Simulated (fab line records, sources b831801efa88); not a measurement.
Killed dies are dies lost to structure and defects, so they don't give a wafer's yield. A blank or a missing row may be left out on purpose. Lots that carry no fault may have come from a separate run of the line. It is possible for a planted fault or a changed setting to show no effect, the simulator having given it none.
fab line records	flow sky130
record lots=13	wafers=39	last_day=51
route steps=708 shown LDD_LDN@296 SPACER@305 SD_P@330 RES_XHIGH@340
lots that met no fault: taken from a fault-free run of the same line
start_h: hours from the record's opening day to when the first of the lot's shown wafers began	wait_h: hours elapsed since this lot's preceding step	" same as the row above	L1.1+2: a row that stands for several wafers	- value missing, or start not given	* or withheld: withheld	< > ~ a bound
route shown NAME@n: NAME is a module with steps in the file, n the number in the route of the first one	usual: average and standard deviation across the fault-free wafers	same: alike in all rows	chamber/n: place in a boat	sites: the reading at each site	_std_site: the values' standard deviation	_edge_site: outer sites' mean less inner sites'	radius_mm: how far each site lies from the wafer's centre	mask NAME#n: copy n	behind: the tool/chamber that last shaped the wafer	hold: the reason the lot was held/the length of the hold in hours/how it ended	device: names the non-switching transistor (n, p or np)	end of line: the route-end tests of the same wafers	for a step that has no rows: nothing shown but its recipe	killed: the dies lost at the first sort to structure and to defects; this is not the yield of the wafer	map: a wafer's dies, x killed, . not, _ none there
set.NAME: the run value of the setting; set.NAME@STEP: its run value at that earlier step	model.NAME: the simulator's own value behind a step, which no gauge read
steps of the route over a sample of lots; a table a step, a row a wafer
services: from which hour (start_h, from the record's first day; less than 0 if before it) a tool's chamber was out of use, for how many hours, and why
## steps
# step SKY_LDD_LDN_OVL_MEAS_07
# usual LDD_LDN_OVL=0.0/1.5
lot.wafer	tool	chamber	start_h	wait_h	LDD_LDN_OVL[nm]
L414.1	overlay-02	-	530.45	0.1	0.6
L414.2	"	-	"	"	-0.1
L414.3	"	-	"	"	0.7
L415.3	overlay-01	-	541.12	0.1	-0.3
L415.5	"	-	"	"	-1.7
L415.6	"	-	"	"	-1.4
L416.2	overlay-01	-	547.26	0.1	-2.6
L416.4	"	-	"	"	-1.1
L416.5	"	-	"	"	0.1
L417.1	overlay-02	-	563.15	0.1	-0.1
L417.2	"	-	"	"	-2.2
L417.5	"	-	"	"	-1.7
L419.1	overlay-02	-	583.80	0.1	0.9
L419.2	"	-	"	"	0.1
L419.5	"	-	"	"	1.8
L422.1	overlay-02	-	609.35	0.1	0.9
L422.2	"	-	"	"	-0.2
L422.4	"	-	"	"	1.6
L423.1	overlay-01	-	611.35	0.1	-1.1
L423.4	"	-	"	"	-2.0
L423.6	"	-	"	"	-2.2
L425.2	overlay-02	-	624.46	0.1	1.8
L425.4	"	-	"	"	2.3
L425.5	"	-	"	"	2.1
L424.1	overlay-02	-	624.85	0.1	-1.0
L424.3	"	-	"	"	-3.9
L424.4	"	-	"	"	-0.5
L428.1	overlay-01	-	649.10	0.1	-2.0
L428.5	"	-	"	"	-1.3
L428.6	"	-	"	"	-2.2
L432.3	overlay-02	-	684.72	0.1	2.3
L432.5	"	-	"	"	0.4
L432.6	"	-	"	"	-0.2
L431.1	overlay-02	-	687.60	0.1	-1.4
L431.2	"	-	"	"	-1.2
L431.4	"	-	"	"	-0.7
L437.1	overlay-01	-	731.06	0.1	-1.1
L437.5	"	-	"	"	-0.7
L437.6	"	-	"	"	0.2
# step SKY_SPACER_THK_MEAS_01
# recipe reads=Si3N4_of_SPACER_CVD_00
# usual SPACER_CVD_00_THK=43.0/0.41
lot.wafer	tool	chamber	start_h	wait_h	SPACER_CVD_00_THK[nm]
L414.1	film_metro-03	-	532.51	0.0	42.6
L414.2	"	-	"	"	42.7
L414.3	"	-	"	"	42.5
L415.3	film_metro-01	-	543.79	0.0	43.1
L415.5	"	-	"	"	43.4
L415.6	"	-	"	"	43.0
L416.2	film_metro-01	-	549.32	0.0	42.9
L416.4	"	-	"	"	42.9
L416.5	"	-	"	"	43.1
L417.1	film_metro-01	-	565.88	0.0	42.9
L417.2	"	-	"	"	42.9
L417.5	"	-	"	"	43.1
L419.1	film_metro-02	-	586.82	0.0	42.6
L419.2	"	-	"	"	42.5
L419.5	"	-	"	"	42.6
L422.1	film_metro-01	-	612.06	0.0	43.3
L422.2	"	-	"	"	42.8
L422.4	"	-	"	"	43.1
L423.1	film_metro-03	-	615.23	0.0	42.6
L423.4	"	-	"	"	42.5
L423.6	"	-	"	"	42.6
L425.2	film_metro-01	-	626.72	0.0	43.5
L425.4	"	-	"	"	43.6
L425.5	"	-	"	"	43.3
L424.1	film_metro-02	-	629.27	0.0	43.0
L424.3	"	-	"	"	42.9
L424.4	"	-	"	"	43.1
L428.1	film_metro-02	-	651.73	0.0	43.0
L428.5	"	-	"	"	43.1
L428.6	"	-	"	"	43.0
L432.3	film_metro-03	-	687.38	0.0	43.9
L432.5	"	-	"	"	44.1
L432.6	"	-	"	"	43.9
L431.1	film_metro-01	-	690.83	0.0	43.3
L431.2	"	-	"	"	43.4
L431.4	"	-	"	"	43.2
L437.1	film_metro-01	-	733.11	0.0	42.6
L437.5	"	-	"	"	42.3
L437.6	"	-	"	"	42.6
# step SKY_SD_P_STRIP_10
# recipe chemistry=O2/N2	power_w=1400	pressure_mtorr=1500	platen_temp_c=withheld	o2_flow_sccm=3000	n2_flow_sccm=300	overash_fraction=0.5
# usual drypump_motor_current_A=6.12/0.28	oes_product_au=0.617/0.0046	strip_time_to_endpoint_s=17.51/0.038
lot.wafer	tool	chamber	start_h	wait_h	drypump_motor_current_A	oes_product_au	rf_hours_counter_h	strip_time_to_endpoint_s
L414.1	plasma_asher-03	1	593.56	0.1	6.54	0.617	88	17.52
L414.2	"	0	"	"	5.79	0.618	88	17.49
L414.3	"	0	"	"	5.80	0.619	-	17.48
L415.3	plasma_asher-01	0	604.82	0.1	6.18	0.622	-	17.49
L415.5	"	1	"	"	5.94	0.616	-	17.51
L415.6	"	0	"	"	6.17	0.617	-	17.47
L416.2	plasma_asher-04	1	609.55	0.1	6.24	0.618	18	17.58
L416.4	"	1	"	"	6.24	0.625	-	17.60
L416.5	"	1	"	"	6.24	0.614	-	17.58
L417.1	plasma_asher-03	1	626.31	0.1	6.53	0.623	92	17.51
L417.2	"	0	"	"	5.80	0.612	92	17.60
L417.5	"	0	"	"	5.80	0.611	-	17.53
L419.1	plasma_asher-03	0	646.21	0.1	5.81	0.619	94	17.54
L419.2	"	1	"	"	6.48	0.617	94	17.54
L419.5	"	0	"	"	5.82	0.612	-	17.54
L422.1	plasma_asher-03	0	671.56	0.1	5.80	0.615	97	17.50
L422.2	"	1	"	"	6.53	0.616	97	17.48
L422.4	"	1	"	"	6.53	0.621	-	17.49
L423.1	plasma_asher-03	0	674.06	0.1	5.81	0.625	97	17.55
L423.4	"	1	"	"	6.52	0.626	-	17.53
L423.6	"	1	"	"	6.51	0.621	-	17.49
L425.2	plasma_asher-01	1	684.01	0.1	5.91	0.606	86	17.45
L425.4	"	1	"	"	5.88	0.624	-	17.47
L425.5	"	0	"	"	6.14	0.616	-	17.46
L424.1	plasma_asher-01	0	687.65	0.1	6.16	0.620	86	17.50
L424.3	"	0	"	"	6.20	0.613	-	17.47
L424.4	"	1	"	"	5.90	0.618	-	17.44
L428.1	plasma_asher-01	1	708.11	0.1	5.89	0.606	88	17.45
L428.5	"	0	"	"	6.17	0.623	-	17.54
L428.6	"	1	"	"	5.87	0.616	-	17.47
L432.3	plasma_asher-04	0	743.34	0.1	6.06	0.782	-	-
L432.5	"	0	"	"	6.06	0.787	-	-
L432.6	"	1	"	"	6.23	0.780	-	-
L431.1	plasma_asher-01	0	747.91	0.1	6.16	0.616	89	17.53
L431.2	"	1	"	"	5.90	0.622	89	17.56
L431.4	"	1	"	"	5.91	0.617	-	17.51
L437.1	plasma_asher-03	1	789.31	0.1	6.50	0.623	4	17.48
L437.5	"	0	"	"	5.78	0.614	-	17.50
L437.6	"	1	"	"	6.52	0.613	-	17.48
# step SKY_SD_P_TW_MEAS_11
# usual SD_P_TW=2832/22
lot.wafer	tool	chamber	start_h	wait_h	SD_P_TW
L414.1	film_metro-01	-	593.66	0.1	2828
L414.2	"	-	"	"	2855
L414.3	"	-	"	"	2839
L415.3	film_metro-01	-	604.90	0.1	2827
L415.5	"	-	"	"	2835
L415.6	"	-	"	"	2831
L416.2	film_metro-01	-	609.66	0.1	2837
L416.4	"	-	"	"	2831
L416.5	"	-	"	"	2832
L417.1	film_metro-01	-	626.41	0.1	2863
L417.2	"	-	"	"	2872
L417.5	"	-	"	"	2864
L419.1	film_metro-01	-	646.31	0.1	2853
L419.2	"	-	"	"	2836
L419.5	"	-	"	"	2850
L422.1	film_metro-03	-	671.66	0.1	2831
L422.2	"	-	"	"	2843
L422.4	"	-	"	"	2829
L423.1	film_metro-03	-	674.16	0.1	2845
L423.4	"	-	"	"	2850
L423.6	"	-	"	"	2836
L425.2	film_metro-04	-	684.12	0.1	2806
L425.4	"	-	"	"	2786
L425.5	"	-	"	"	2793
L424.1	film_metro-01	-	687.75	0.1	2839
L424.3	"	-	"	"	2837
L424.4	"	-	"	"	2843
L428.1	film_metro-03	-	708.21	0.1	2818
L428.5	"	-	"	"	2811
L428.6	"	-	"	"	2825
L432.3	film_metro-03	-	743.43	0.1	2857
L432.5	"	-	"	"	2857
L432.6	"	-	"	"	2844
L431.1	film_metro-04	-	748.01	0.1	2798
L431.2	"	-	"	"	2818
L431.4	"	-	"	"	2830
L437.1	film_metro-04	-	789.41	0.1	2775
L437.5	"	-	"	"	2770
L437.6	"	-	"	"	2782
# step SKY_RES_XHIGH_STRIP_08
# recipe chemistry=O2/N2	power_w=1400	pressure_mtorr=1500	platen_temp_c=withheld	o2_flow_sccm=3000	n2_flow_sccm=300	overash_fraction=0.5
# usual drypump_motor_current_A=6.0/0.47	oes_product_au=0.710/0.0042	strip_time_to_endpoint_s=14.366/0.023
lot.wafer	tool	chamber	start_h	wait_h	drypump_motor_current_A	oes_product_au	rf_hours_counter_h	strip_time_to_endpoint_s
L414.1	plasma_asher-03	0	622.39	0.1	5.8	0.708	91	14.349
L414.2	"	1	"	"	6.5	0.715	91	14.383
L414.3	"	0	"	"	5.8	0.703	-	14.350
L415.3	plasma_asher-03	1	634.14	0.1	6.5	0.708	-	14.363
L415.5	"	0	"	"	5.8	0.710	-	14.364
L415.6	"	1	"	"	6.5	0.704	-	14.384
L416.2	plasma_asher-03	1	638.94	0.1	6.5	0.712	93	14.371
L416.4	"	1	"	"	6.5	0.710	-	14.373
L416.5	"	0	"	"	5.8	0.710	-	14.370
L417.1	plasma_asher-02	1	654.91	0.1	5.2	0.708	49	14.357
L417.2	"	0	"	"	6.3	0.710	49	14.360
L417.5	"	0	"	"	6.3	0.707	-	14.335
L419.1	plasma_asher-01	0	675.50	0.1	6.2	0.711	85	14.339
L419.2	"	1	"	"	5.9	0.715	85	14.370
L419.5	"	1	"	"	5.9	0.718	-	14.363
L422.1	plasma_asher-02	0	700.20	0.1	6.4	0.711	53	14.348
L422.2	"	1	"	"	5.2	0.722	53	14.386
L422.4	"	1	"	"	5.2	0.719	-	14.381
L423.1	plasma_asher-01	1	702.29	0.1	5.9	0.712	88	14.394
L423.4	"	1	"	"	5.9	0.703	-	14.364
L423.6	"	0	"	"	6.2	0.710	-	14.416
L425.2	plasma_asher-02	0	711.75	0.1	6.4	0.716	54	14.374
L425.4	"	0	"	"	6.4	0.708	-	14.355
L425.5	"	1	"	"	5.2	0.707	-	14.397
L424.1	plasma_asher-03	0	715.65	0.1	5.8	0.710	101	14.395
L424.3	"	0	"	"	5.8	0.710	-	14.352
L424.4	"	1	"	"	6.5	0.718	-	14.383
L428.1	plasma_asher-02	0	736.29	0.1	6.4	0.710	58	14.404
L428.5	"	0	"	"	6.3	0.708	-	14.344
L428.6	"	1	"	"	5.2	0.711	-	14.360
L432.3	plasma_asher-03	1	771.59	0.1	6.5	0.707	-	16.730
L432.5	"	1	"	"	6.5	0.710	-	16.698
L432.6	"	0	"	"	5.8	0.706	-	16.717
L431.1	plasma_asher-02	0	775.79	0.1	6.3	0.707	62	14.334
L431.2	"	1	"	"	5.2	0.706	62	14.331
L431.4	"	1	"	"	5.2	0.710	-	14.321
L437.1	plasma_asher-01	1	815.74	0.1	5.9	0.706	96	14.371
L437.5	"	0	"	"	6.2	0.708	-	14.374
L437.6	"	1	"	"	5.9	0.713	-	14.376
# step SKY_RES_XHIGH_TW_MEAS_09
# usual RES_XHIGH_TW=1639/16
lot.wafer	tool	chamber	start_h	wait_h	RES_XHIGH_TW
L414.1	film_metro-01	-	622.49	0.1	1646
L414.2	"	-	"	"	1646
L414.3	"	-	"	"	1637
L415.3	film_metro-01	-	634.22	0.1	1650
L415.5	"	-	"	"	1657
L415.6	"	-	"	"	1662
L416.2	film_metro-03	-	639.05	0.1	1658
L416.4	"	-	"	"	1665
L416.5	"	-	"	"	1654
L417.1	film_metro-03	-	655.01	0.1	1658
L417.2	"	-	"	"	1656
L417.5	"	-	"	"	1641
L419.1	film_metro-04	-	675.60	0.1	1621
L419.2	"	-	"	"	1623
L419.5	"	-	"	"	1611
L422.1	film_metro-03	-	700.30	0.1	1640
L422.2	"	-	"	"	1633
L422.4	"	-	"	"	1632
L423.1	film_metro-03	-	702.39	0.1	1631
L423.4	"	-	"	"	1638
L423.6	"	-	"	"	1636
L425.2	film_metro-04	-	711.86	0.1	1624
L425.4	"	-	"	"	1626
L425.5	"	-	"	"	1625
L424.1	film_metro-03	-	715.75	0.1	1636
L424.3	"	-	"	"	1631
L424.4	"	-	"	"	1631
L428.1	film_metro-03	-	736.39	0.1	1650
L428.5	"	-	"	"	1654
L428.6	"	-	"	"	1660
L432.3	film_metro-04	-	771.67	0.1	30
L432.5	"	-	"	"	30
L432.6	"	-	"	"	29
L431.1	film_metro-04	-	775.89	0.1	1607
L431.2	"	-	"	"	1609
L431.4	"	-	"	"	1613
L437.1	film_metro-01	-	815.84	0.1	1649
L437.5	"	-	"	"	1652
L437.6	"	-	"	"	1653
## services
tool	chamber	start_h	hours	kind
plasma_asher-03	-	571.70	0.3	repair
plasma_asher-01	-	618.26	0.8	repair
plasma_asher-01	-	619.28	1.6	repair
plasma_asher-01	-	636.11	13.7	repair
plasma_asher-01	-	668.12	1.2	repair
plasma_asher-02	-	707.43	2.2	repair
plasma_asher-01	-	716.65	28.1	pm
plasma_asher-03	-	733.80	9.0	pm
plasma_asher-03	0	733.80	9.0	vent_cycle
plasma_asher-03	1	733.80	9.0	vent_cycle
plasma_asher-03	0	742.80	-	clean
plasma_asher-03	1	742.80	-	clean
plasma_asher-04	-	773.84	3.5	repair
## key
first_sign step=SKY_SD_P_STRIP_10	reading=oes_product_au	direction=up	sigmas=36	usual=0.617	struck=0.783
effect step=SKY_RES_XHIGH_STRIP_08	reading=strip_time_to_endpoint_s	direction=up	sigmas=99+	usual=*	struck=*
effect step=SKY_RES_XHIGH_TW_MEAS_09	reading=RES_XHIGH_TW	direction=down	sigmas=99+	usual=1639	struck=30
met_at SKY_SD_P_STRIP_10
struck_lots L432
sort_left_out L432.3,L432.5,L432.6
tester_left_out L432
not_acting_at SKY_LDD_LDN_OVL_MEAS_07,SKY_SPACER_THK_MEAS_01,SKY_SD_P_TW_MEAS_11
onset_between 609.55 743.34
fault kind=strip_aborted	tool=plasma_asher-04	chamber=-	onset_h=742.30	steps=SKY_SD_P_STRIP_10	offset=0.42173	end_h=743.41
# tester_left_out: of these lots the tester's yield and bins aren't shown, on N5 and GAA mostly nor the transistor test; their killed dies are dies lost to structure and defects alone, not to doping, threshold or leakage, so they don't give the yield
# sort_left_out: the simulated sort isn't trusted on such a fault, so these wafers' sort isn't shown, and their yield isn't known
